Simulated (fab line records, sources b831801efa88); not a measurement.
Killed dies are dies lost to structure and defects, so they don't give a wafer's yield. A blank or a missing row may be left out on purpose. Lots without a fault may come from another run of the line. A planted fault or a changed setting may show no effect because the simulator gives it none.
Which tool did it? | flow sfq_line | 14 lots, 42 wafers sampled, at 2 steps of a route of 325

WHAT THE GAUGES READ, wafer by wafer
The record holds no reading of a measuring or inspecting step that can be judged against a usual standard deviation.

WHICH TOOL RAN EACH LOT (tool, then ch and the chambers of the sampled wafers, then the start)
lot  | SFQ_TRILAYER_M1_LITHO_COAT_044    | SFQ_TRILAYER_M1_BARC_OPEN_METAL_ETCH_054
L142 | litho_track-01 ch 0, day 16 02:31 | rie_metal-03 ch 0,1, day 22 04:08
L143 | litho_track-03 ch 0, day 16 10:58 | rie_metal-04 ch 0,1, day 22 15:49
L144 | litho_track-03 ch 0, day 16 21:49 | rie_metal-04 ch 0,1, day 23 03:56
L145 | litho_track-04 ch 0, day 17 12:18 | rie_metal-04 ch 0, day 23 19:31
L146 | litho_track-04 ch 0, day 18 07:30 | rie_metal-02 ch 0,1, day 24 14:24
L147 | litho_track-01 ch 0, day 18 20:48 | rie_metal-02 ch 0,1, day 25 03:37
L149 | litho_track-04 ch 0, day 19 13:27 | rie_metal-03 ch 0,1, day 25 20:24
L154 | litho_track-01 ch 0, day 22 07:56 | rie_metal-02 ch 0,1, day 28 10:55
L156 | litho_track-04 ch 0, day 22 10:23 | rie_metal-04 ch 0,1, day 28 13:19
L157 | litho_track-04 ch 0, day 22 11:22 | rie_metal-02 ch 0,1, day 28 14:31
L159 | litho_track-01 ch 0, day 22 13:49 | rie_metal-04 ch 0,1, day 28 21:51
L161 | litho_track-03 ch 0, day 22 16:10 | rie_metal-04 ch 0,1, day 29 00:15
L162 | litho_track-03 ch 0, day 22 17:35 | rie_metal-04 ch 0,1, day 29 02:39
L163 | litho_track-01 ch 0, day 22 18:34 | rie_metal-04 ch 0,1, day 29 05:03
- SFQ_TRILAYER_M1_LITHO_COAT_044: resist thk 62 nm.
- SFQ_TRILAYER_M1_BARC_OPEN_METAL_ETCH_054: etches BARC in O2, target depth 125 nm, time 41.7 s.

WHAT THE TOOLS THEMSELVES READ (means of the sampled wafers that have a number; where no wafer has one, the mark that the record gives instead)
SFQ_TRILAYER_M1_BARC_OPEN_METAL_ETCH_054. Usual: drypump_motor_current_A 5.8 A, standard deviation 0.5; oes_product_au 0.684 a.u., standard deviation 0.0045.
lot  | tool         | drypump_motor_current_A (A) | oes_product_au (a.u.) | flag
L142 | rie_metal-03 | 5.7                         | 0.683                 |
L143 | rie_metal-04 | 5.6                         | 0.686                 |
L144 | rie_metal-04 | 5.6                         | 0.682                 |
L145 | rie_metal-04 | 5.8                         | 0.681                 |
L146 | rie_metal-02 | 6.3                         | 0.683                 |
L147 | rie_metal-02 | 6.2                         | 0.686                 |
L149 | rie_metal-03 | 5.7                         | 0.685                 |
L154 | rie_metal-02 | 5.8                         | 0.683                 |
L156 | rie_metal-04 | 5.7                         | 0.705                 | OFF
L157 | rie_metal-02 | 6.3                         | 0.704                 | OFF
L159 | rie_metal-04 | 5.6                         | 0.681                 |
L161 | rie_metal-04 | 5.6                         | 0.684                 |
L162 | rie_metal-04 | 5.6                         | 0.679                 |
L163 | rie_metal-04 | 5.7                         | 0.678                 |

THE ANSWER, worked out from the rows above alone
Rule: a lot is off if the mean of its wafers that have a number lies more than 3 standard deviations from the usual mean. A lot without any number at a reading at which 4 lots or more have one is off too. The other lots that the step has rows for count as sound. The gauges are gone through in route order, then the tools' own readings, and for those a lot's mean is taken as printed above. The first step at which some lot is off is used, and at that step the reading that is off furthest; a lot without a number counts as furthest.
Off: L156, L157, at SFQ_TRILAYER_M1_BARC_OPEN_METAL_ETCH_054 (oes_product_au).
A tool fits if, at that step or a process step before it, it ran every lot that is off, and no sound lot after the first of them. One fits: litho_track-04 at SFQ_TRILAYER_M1_LITHO_COAT_044. Its last sound lot is L149 (day 19 13:27), its first lot that is off L156 (day 22 10:23): a fault that began between those two fits.

WHAT THE SIMULATOR HAD PUT IN
Process parameter drift: litho_track-04, from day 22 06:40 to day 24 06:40, at SFQ_TRILAYER_M1_LITHO_COAT_044. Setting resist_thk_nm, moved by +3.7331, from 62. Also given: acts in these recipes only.
Lots struck among those shown: L156, L157. The rule above found the same.
